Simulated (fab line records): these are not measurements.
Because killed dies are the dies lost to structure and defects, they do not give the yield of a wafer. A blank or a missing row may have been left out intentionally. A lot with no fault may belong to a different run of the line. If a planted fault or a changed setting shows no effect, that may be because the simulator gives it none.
Comparing a struck lot with a sound one / flow sky130 / 15 steps out of a route of 708
Sound: these wafers, L877.1, L877.2, L877.4. Wafers struck: L867.3, L867.4, L867.5. The cause is given at the end.
Each step with rows lists, per side, the tool, then ch with its chambers, then its first start. Under that, the readings that differ: sound wafers / struck wafers / difference of the means / sigmas: that difference in standard deviations of wafers without a fault.
alike: readings with means less than 2 such deviations apart, plus words and numbers identical on both sides. not compared: withheld readings, readings lacking a value on some wafer, bounds such as >300 that could conceal the same value, and numbers that have no deviation in the record and whose values overlap.
The two part at a step that has a row with sigmas, a row that says differs or no value, or rows on one side only. Numbers that don't overlap but have no deviation are shown without sigmas and don't part them. Lack of a reading on every wafer of one side parts them only where that side has two or more wafers.

first, 4 steps without rows for these wafers: SKY_FIELD_ISO_SOFTBAKE_09 (time 90 s); SKY_FIELD_ISO_EXPOSE_10 (exposes mask FOM, target cd 150 nm); SKY_FIELD_ISO_PEB_11; SKY_FIELD_ISO_DEVELOP_12 (develop time 60 s).
SKY_FIELD_ISO_CD_MEAS_13: the cd target is 150 nm.
  struck on cd_sem-02, day 2 21:41; sound on cd_sem-01, day 4 23:31
  alike: cd_nm
SKY_FIELD_ISO_ETCH_14: etches BARC in N2/H2, stops on SiO2, time 45.9 s, target depth 60 nm.
  sound on rie_diel-03 ch 0,2,3, day 4 23:38; struck on rie_diel-01 ch 0,1,2, day 2 21:46
  alike: bias_w, chamber_pressure_mTorr, drypump_motor_current_A, oes_product_au, throttle_valve_pct
  not compared: rf_hours_counter_h
SKY_FIELD_ISO_ETCH_15: etches the open film in CHF3/O2, stops on Si, target depth 180 nm, time 72 s.
  sound on rie_diel-03 ch 0,2,3, day 4 23:41; struck on rie_diel-01 ch 0,1,2, day 2 21:49
  alike: O2_flow_sccm, bias_w, drypump_motor_current_A, oes_product_au, throttle_valve_pct
  not compared: rf_hours_counter_h
SKY_FIELD_ISO_STRIP_16: strips in O2/N2.
  sound on plasma_asher-01 ch 0,1, day 4 23:44; struck on plasma_asher-04 ch 0,1, day 2 21:54
  alike: drypump_motor_current_A, o2_flow_sccm, oes_product_au, strip_time_to_endpoint_s
  not compared: rf_hours_counter_h
SKY_FIELD_ISO_ETCH_17: etches Si in HBr/Cl2/O2, target depth 342 nm, time 97.7 s.
  sound on rie_si-01 ch 1,2,3, day 4 23:50; struck on rie_si-02 ch 1,3, day 2 21:58
reading=drypump_motor_current_A (A); sound=5.1 5.3 5.1; struck=6.1 6.6 6.6; difference=+1.3; sigmas=+2
  alike: HBr_flow_sccm, O2_flow_sccm, bias_w, oes_product_au, throttle_valve_pct
  not compared: rf_hours_counter_h
then, 3 steps without rows for these wafers: SKY_FIELD_ISO_WET_ETCH_18 (etches Si3N4 in H3PO4, target depth 25 nm, time 286 s); SKY_FIELD_ISO_CLEAN_19 (cleans in SC1/SC2, time 150 s); SKY_FIELD_ISO_CLEAN_20 (cleans in dHF, time 20 s).
SKY_FIELD_ISO_WET_ETCH_21: etches SiO2 in dHF, target depth 20 nm, time 400 s.
  sound on wet_bench-04 ch 1, day 5 00:04; struck on wet_bench-01 ch 2, day 2 22:11
  no value came back on the struck wafers for bath_heat_duty_pct (%), run_length_s (s); on the sound wafers bath_heat_duty_pct (%) reads 5.5 6.3 5.2
then, 1 step without rows for these wafers: SKY_FIELD_ISO_OXIDATION_22 (stabilise 600 s, purge 300 s, target thk 10 nm).
-- the record jumps here: 43 days lie between the struck wafers' starts before and after (it left off in module FIELD_ISO and takes up again in module PAD_OPEN, whose first step shown is number 708 of the route) --
SKY_PAD_OPEN_PROBE_99:
  struck on prober-02, day 46 09:05; sound on prober-02, day 48 17:47
reading=killed_at_front_end; sound=8 26 19; struck=418 434 413; difference=+404; sigmas=+99
reading=killed_dies; sound=78 102 87; struck=492 492 492; difference=+403; sigmas=+40
reading=killed_on_rim; sound=23 24 17; struck=96 96 96; difference=+75; sigmas=+20
  alike: killed_at_M0_to_M3, killed_at_M4_up, killed_at_contacts, killed_at_other, killed_open, killed_short

## WHERE THEY PART
First at SKY_FIELD_ISO_ETCH_17; last, within this record, at SKY_PAD_OPEN_PROBE_99.

WHY: what the simulator had put in
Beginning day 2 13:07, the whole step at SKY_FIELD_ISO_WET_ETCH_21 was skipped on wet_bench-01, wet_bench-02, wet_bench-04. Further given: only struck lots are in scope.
